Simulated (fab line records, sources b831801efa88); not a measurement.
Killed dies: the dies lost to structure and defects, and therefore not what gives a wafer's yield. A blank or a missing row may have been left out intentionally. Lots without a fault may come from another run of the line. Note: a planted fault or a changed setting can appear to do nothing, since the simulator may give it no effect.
What tool caused it? ; flow gf180mcu ; 24 lots, 72 wafers sampled, at 6 steps of a route of 602

## WHAT EACH GAUGE READ, for each wafer
GF_CONTACT_CD_MEAS_14 targets a cd of 220 nm.
lot;measured;on;cd_nm (nm)
L074;day 16 10:55;cd_sem-02;217.6 218.1 219.6
L076;day 16 21:31;cd_sem-01;219.8 220.0 222.4
L077;day 17 01:11;cd_sem-02;220.4 219.9 220.4
L075;day 17 03:19;cd_sem-01;219.7 219.4 219.3
L078;day 17 20:22;cd_sem-02;220.6 220.7 220.0
L079;day 18 00:25;cd_sem-02;219.9 219.4 219.0
L082;day 18 14:16;cd_sem-02;219.9 218.5 219.0
L080;day 18 16:39;cd_sem-01;220.4 220.8 219.2
L081;day 18 17:45;cd_sem-02;219.8 218.4 219.7
L083;day 19 09:52;cd_sem-02;217.8 219.5 217.7
L084;day 20 00:11;cd_sem-01;221.5 221.8 221.6
L085;day 20 00:26;cd_sem-02;220.8 221.6 220.1
L086;day 20 16:19;cd_sem-02;220.1 220.5 218.5
L087;day 21 04:35;cd_sem-02;218.8 219.3 219.8
L088;day 21 14:07;cd_sem-01;221.7 220.4 221.9
L089;day 21 15:55;cd_sem-02;219.1 218.9 219.0
L090;day 22 04:03;cd_sem-02;217.8 217.5 218.4
L091;day 22 11:13;cd_sem-01;221.3 221.1 222.9
L092;day 22 15:14;cd_sem-02;219.4 219.7 219.8
L093;day 23 01:08;cd_sem-02;219.6 218.4 219.3
L094;day 23 10:26;cd_sem-02;218.5 218.9 218.6
L095;day 23 12:49;cd_sem-01;219.5 219.3 220.1
L096;day 23 20:38;cd_sem-01;219.8 217.1 218.5
L097;day 24 03:02;cd_sem-01;219.3 219.1 218.8

GF_M1_OVL_MEAS_15.
lot;measured;on;M1_OVL (nm)
L074;day 17 11:04;overlay-02;3 9 0
L076;day 17 21:57;overlay-01;0 -1 -4
L077;day 18 01:54;overlay-01;-6 -6 -8
L075;day 18 03:57;overlay-02;-6 -6 -8
L078;day 18 21:23;overlay-01;6 9 10
L079;day 19 01:24;overlay-01;1 0 1
L082;day 19 16:30;overlay-01;-2 -1 -11
L080;day 19 18:42;overlay-02;7 5 6
L081;day 19 19:21;overlay-02;-9 -8 -3
L083;day 20 11:48;overlay-02;0 0 -8
L084;day 21 01:59;overlay-02;0 -1 -2
L085;day 21 02:56;overlay-02;-7 -8 -11
L086;day 21 17:09;overlay-02;-6 -6 -7
L087;day 22 05:15;overlay-01;9 8 11
L088;day 22 15:32;overlay-02;1 9 4
L089;day 22 16:38;overlay-02;4 6 2
L090;day 23 04:29;overlay-01;7 5 6
L091;day 23 11:21;overlay-02;-2 -5 -9
L092;day 23 15:41;overlay-02;-1 12 -1
L093;day 24 01:36;overlay-01;-7 -7 -4
L094;day 24 10:18;overlay-01;-10 -11 -2
L095;day 24 12:32;overlay-01;9 7 -1
L096;day 24 19:36;overlay-02;-1 2 -8
L097;day 25 01:39;overlay-02;2 -5 -6

GF_M5_OVL_MEAS_08.
lot;measured;on;M5_OVL (nm)
L074;day 26 14:41;overlay-01;3 0 1
L076;day 27 02:20;overlay-02;-2 0 1
L077;day 27 03:17;overlay-02;3 -2 -3
L075;day 27 04:05;overlay-02;-14 -11 -4
L078;day 27 18:29;overlay-01;-8 -17 -11
L079;day 27 21:56;overlay-01;-5 -7 -2
L082;day 28 12:20;overlay-01;-5 -4 -3
L080;day 28 13:17;overlay-01;-1 2 -9
L081;day 28 12:47;overlay-01;6 3 -1
L083;day 29 02:29;overlay-01;8 -2 4
L084;day 29 14:06;overlay-01;4 -1 3
L085;day 29 17:02;overlay-02;2 -3 1
L086;day 30 02:59;overlay-02;5 0 -5
L087;day 30 11:56;overlay-02;-2 -3 -7
L088;day 30 18:11;overlay-01;-4 -1 -5
L089;day 30 19:14;overlay-02;-9 -7 -10
L090;day 31 06:24;overlay-02;-1 0 1
L091;day 31 12:15;overlay-01;-1 -5 -4
L092;day 31 14:54;overlay-02;2 4 6
L093;day 31 22:08;overlay-02;-9 -2 0
L094;day 32 03:44;overlay-02;-4 -1 -2
L095;day 32 05:05;overlay-01;0 -2 2
L096;day 32 13:35;overlay-02;-8 -1 0
L097;day 32 15:29;overlay-01;5 6 1

GF_V5_BOW_MEAS_05.
lot;measured;on;V5_BOW (um)
L074;day 26 16:01;film_metro-03;144 130 127
L076;day 27 03:37;film_metro-04;134 112 124
L077;day 27 04:36;film_metro-03;126 125 133
L075;day 27 05:32;film_metro-01;145 134 145
L078;day 27 19:47;film_metro-04;131 136 131
L079;day 27 23:13;film_metro-03;144 145 144
L082;day 28 13:47;film_metro-01;121 106 119
L080;day 28 14:46;film_metro-04;124 123 114
L081;day 28 14:16;film_metro-01;129 135 134
L083;day 29 04:08;film_metro-04;133 123 126
L084;day 29 15:47;film_metro-03;133 126 134
L085;day 29 19:02;film_metro-01;133 122 138
L086;day 30 04:25;film_metro-04;139 135 140
L087;day 30 13:59;film_metro-03;130 131 134
L088;day 30 19:29;film_metro-04;131 134 140
L089;day 30 20:34;film_metro-01;149 146 146
L090;day 31 08:04;film_metro-01;120 129 125
L091;day 31 15:59;film_metro-04;135 130 136
L092;day 31 18:04;film_metro-01;129 143 141
L093;day 32 00:11;film_metro-04;136 132 134
L094;day 32 05:03;film_metro-04;138 144 136
L095;day 32 06:24;film_metro-03;142 127 133
L096;day 32 14:53;film_metro-01;124 135 136
L097;day 32 16:47;film_metro-01;134 135 129

## WHAT TOOL EACH LOT RAN ON (gives the tool, then ch and the chambers of the sampled wafers, and finally the start)
lot;GF_V2_ETCH_16;GF_MIM_SPUTTER_04
L074;rie_diel-03 ch 1,2, day 20 16:05;pvd_sputter-01, day 24 19:21
L076;rie_diel-04 ch 0,2,3, day 21 03:50;pvd_sputter-04, day 25 07:10
L077;rie_diel-04 ch 2,3, day 21 06:25;pvd_sputter-04, day 25 08:55
L075;rie_diel-01 ch 0,2,3, day 21 09:26;pvd_sputter-04, day 25 10:37
L078;rie_diel-01 ch 1,2,3, day 22 01:55;pvd_sputter-01, day 26 00:58
L079;rie_diel-04 ch 1,3, day 22 05:25;pvd_sputter-01, day 26 05:10
L082;rie_diel-01 ch 0,1,2, day 22 22:04;pvd_sputter-03, day 26 20:02
L080;rie_diel-03 ch 1,2, day 22 23:19;pvd_sputter-04, day 26 20:50
L081;rie_diel-04 ch 0,2,3, day 22 23:23;pvd_sputter-03, day 26 20:43
L083;rie_diel-04 ch 0,1, day 23 14:37;pvd_sputter-04, day 27 09:56
L084;rie_diel-01 ch 1,2, day 24 03:35;pvd_sputter-01, day 27 22:21
L085;rie_diel-03 ch 1,3, day 24 04:46;pvd_sputter-04, day 28 00:35
L086;rie_diel-03 ch 0,1,3, day 24 18:02;pvd_sputter-03, day 28 12:05
L087;rie_diel-01 ch 0,1,2, day 25 04:25;pvd_sputter-04, day 28 21:28
L088;rie_diel-03 ch 1,2,3, day 25 12:44;pvd_sputter-03, day 29 05:04
L089;rie_diel-01 ch 1,2, day 25 13:05;pvd_sputter-04, day 29 05:40
L090;rie_diel-03 ch 0,1,3, day 26 01:43;pvd_sputter-04, day 29 18:00
L091;rie_diel-01 ch 1,2,3, day 26 08:50;pvd_sputter-04, day 30 00:07
L092;rie_diel-01 ch 0,2,3, day 26 12:29;pvd_sputter-04, day 30 03:06
L093;rie_diel-04 ch 0,3, day 26 21:02;pvd_sputter-01, day 30 11:45
L094;rie_diel-03 ch 2,3, day 27 04:41;pvd_sputter-04, day 30 16:55
L095;rie_diel-04 ch 0,1,2, day 27 06:14;pvd_sputter-01, day 30 18:56
L096;rie_diel-03 ch 0,1,3, day 27 15:10;pvd_sputter-01, day 31 03:08
L097;rie_diel-03 ch 0,1,3, day 27 19:59;pvd_sputter-04, day 31 06:36
- GF_V2_ETCH_16: etches BARC in N2/H2.
- GF_MIM_SPUTTER_04: material TiN, target thk 50 nm, time 41.7 s.

## AS READ BY THE TOOLS THEMSELVES (means over the sampled wafers that have a number; for cases with no such wafer, the mark the record gives instead)
GF_V2_ETCH_16.
lot;tool;drypump_motor_current_A (A);oes_product_au (a.u.);throttle_valve_pct (%)
L074;rie_diel-03;5.9;0.856;13.222
L076;rie_diel-04;5.6;0.856;13.227
L077;rie_diel-04;5.5;0.855;13.234
L075;rie_diel-01;5.9;0.848;13.227
L078;rie_diel-01;5.9;0.855;13.232
L079;rie_diel-04;5.6;0.860;13.235
L082;rie_diel-01;6.1;0.857;13.224
L080;rie_diel-03;5.9;0.856;13.227
L081;rie_diel-04;5.6;0.859;13.221
L083;rie_diel-04;5.9;0.856;13.225
L084;rie_diel-01;5.9;0.860;13.228
L085;rie_diel-03;6.1;0.855;13.218
L086;rie_diel-03;5.9;0.859;13.220
L087;rie_diel-01;6.1;0.859;13.226
L088;rie_diel-03;6.1;0.854;13.222
L089;rie_diel-01;5.9;0.853;13.220
L090;rie_diel-03;5.9;0.854;13.227
L091;rie_diel-01;5.9;0.854;13.215
L092;rie_diel-01;5.9;0.855;13.223
L093;rie_diel-04;5.6;0.849;13.220
L094;rie_diel-03;6.1;0.852;13.227
L095;rie_diel-04;5.8;0.850;13.222
L096;rie_diel-03;5.9;0.856;13.220
L097;rie_diel-03;5.9;0.854;13.218

GF_MIM_SPUTTER_04.
lot;tool;throttle_valve_pct (%)
L074;pvd_sputter-01;30.3
L076;pvd_sputter-04;29.3
L077;pvd_sputter-04;29.4
L075;pvd_sputter-04;28.0
L078;pvd_sputter-01;29.6
L079;pvd_sputter-01;30.1
L082;pvd_sputter-03;30.8
L080;pvd_sputter-04;28.9
L081;pvd_sputter-03;30.9
L083;pvd_sputter-04;28.4
L084;pvd_sputter-01;30.0
L085;pvd_sputter-04;29.8
L086;pvd_sputter-03;31.1
L087;pvd_sputter-04;29.6
L088;pvd_sputter-03;30.9
L089;pvd_sputter-04;30.5
L090;pvd_sputter-04;29.9
L091;pvd_sputter-04;28.5
L092;pvd_sputter-04;30.1
L093;pvd_sputter-01;30.1
L094;pvd_sputter-04;29.2
L095;pvd_sputter-01;30.1
L096;pvd_sputter-01;30.0
L097;pvd_sputter-04;29.9

## THE ANSWER, worked out from the rows above alone
Rule: usual is defined by the lots themselves. Put in order of their means at a reading, lots are off if they are a third of the lots or fewer, leave a main group of 4 or more, and stand apart from it by a gap of 3 or more times the standard deviation of the main group's means; of several such gaps the widest counts. If all means in a main group match to the digits the tables above print for the reading, that group is not used. Also off: a lot with no number at a reading for which 4 or more lots have one. The other lots that the step has rows for count as sound. After the gauges, taken in route order, come the tools' own readings; for these a lot's mean is taken, as printed above. The first step at which some lot is off is used, and at that step the reading that is off furthest; a lot without a number counts as furthest.
No lot is off on any of the readings shown, so nothing can be concluded from this.

## WHAT THE SIMULATOR HAD PUT IN
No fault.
